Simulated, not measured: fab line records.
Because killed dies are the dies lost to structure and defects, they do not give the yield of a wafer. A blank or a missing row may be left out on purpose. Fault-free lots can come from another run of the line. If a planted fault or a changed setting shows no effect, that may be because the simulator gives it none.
Matching of chambers	flow gf180mcu	cmp-01 running GF_STI_CMP_25: 4 sister chambers
The step polishes, stops on Si3N4, t overpolish 33 s, target thk 524.6 nm. 4 wafers are shown with their chamber, then 9 later ones without.

WAFERS, EACH WITH ITS CHAMBER
wafer	chamber	motor current A (A)
L846.6	1	12.6
L848.2	0	10.2
L848.5	3	9.6
L848.6	2	12.4

WAFERS WITH NO CHAMBER GIVEN
wafer	motor current A (A)
L849.1	12.6
L849.3	12.8
L849.5	9.5
L850.1	10.0
L850.2	13.4
L850.6	10.2
L851.3	13.4
L851.4	9.8
L851.5	9.8

WHICH CHAMBER EACH ONE RAN IN
wafer	from the rows above	in truth
L849.1	can't be placed: 1 or 2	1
L849.3	can't be placed: 1 or 2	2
L849.5	can't be placed: 3 or 0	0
L850.1	can't be placed: 0 or 3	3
L850.2	can't be placed: 1 or 2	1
L850.6	can't be placed: 0 or 3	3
L851.3	can't be placed: 1 or 2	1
L851.4	can't be placed: 3 or 0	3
L851.5	can't be placed: 3 or 0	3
Correct placement for 0 of the 9. Not placeable from these rows: 9 (in 9, the candidates include the true chamber). 0 placed wrongly.
How it was worked out, from the rows above alone: a wafer's distance from a chamber is the root of the sum, over the readings, of the square of ((its reading less the chamber's mean) divided by the reading's scatter). If the next closest chamber is less than 2 further off than the closest, the wafer can't be placed; otherwise it belongs to the closest. For every chamber, the mean is computed from those of its wafers that are shown. The scatter: root of mean squared gap, hidden wafer to nearest shown wafer, with one shown wafer a chamber.
